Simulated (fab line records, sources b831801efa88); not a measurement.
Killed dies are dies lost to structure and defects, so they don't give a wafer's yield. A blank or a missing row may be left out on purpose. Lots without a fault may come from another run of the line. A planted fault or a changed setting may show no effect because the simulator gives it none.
One fault seen from 2 desks | flow sky130 | each desk has only its own numbers; what lay behind them comes last

THE TOOL OWNER'S DESK: rie_diel-04
The tool's own readings at SKY_VIA2_ETCH_15 (etches SiO2 in C4F8/O2/Ar, stops on TiN, target depth 546 nm, time 84 s): means of the sampled wafers that have a number, for each lot that ran on this tool. A lot is out of limits, marked OUT, if its mean lies more than 4 standard deviations from the usual mean; the brackets give that distance.
Columns: A = oes_product_au at SKY_VIA2_ETCH_15, usual 0.939 a.u.
lot  | first seen here | A
L253 | day 36 17:18    | 0.940
L262 | day 40 08:58    | 0.937
L263 | day 40 17:34    | 0.936
L264 | day 40 21:51    | 0.942
This desk's finding: nothing out of limits on any of the 4 lots.

THE METROLOGY DESK
What the gauges read, lot by lot, whatever tool the lot ran on: means of the sampled wafers that have a number. A lot is out of limits, marked OUT, if its mean lies more than 4 standard deviations from the usual mean; the brackets give that distance.
Columns: A = VIA1_W_THK at SKY_VIA1_THK_MEAS_23, usual 278 nm
lot  | first seen here | A
L251 | day 33 18:50    | 281
L252 | day 33 21:40    | 281
L253 | day 34 10:43    | 279
L262 | day 38 04:54    | 278
L263 | day 38 14:29    | 280
L264 | day 38 18:19    | 280
L265 | day 38 18:31    | 277
L268 | day 39 11:34    | 275
L270 | day 40 09:32    | 280
L271 | day 40 15:40    | 275
L273 | day 40 17:46    | 273
This desk's finding: nothing out of limits on any of the 11 lots.

PUT TOGETHER
The tool owner's desk saw nothing out of limits.
The metrology desk saw nothing out of limits.

WHAT THE SIMULATOR HAD PUT IN
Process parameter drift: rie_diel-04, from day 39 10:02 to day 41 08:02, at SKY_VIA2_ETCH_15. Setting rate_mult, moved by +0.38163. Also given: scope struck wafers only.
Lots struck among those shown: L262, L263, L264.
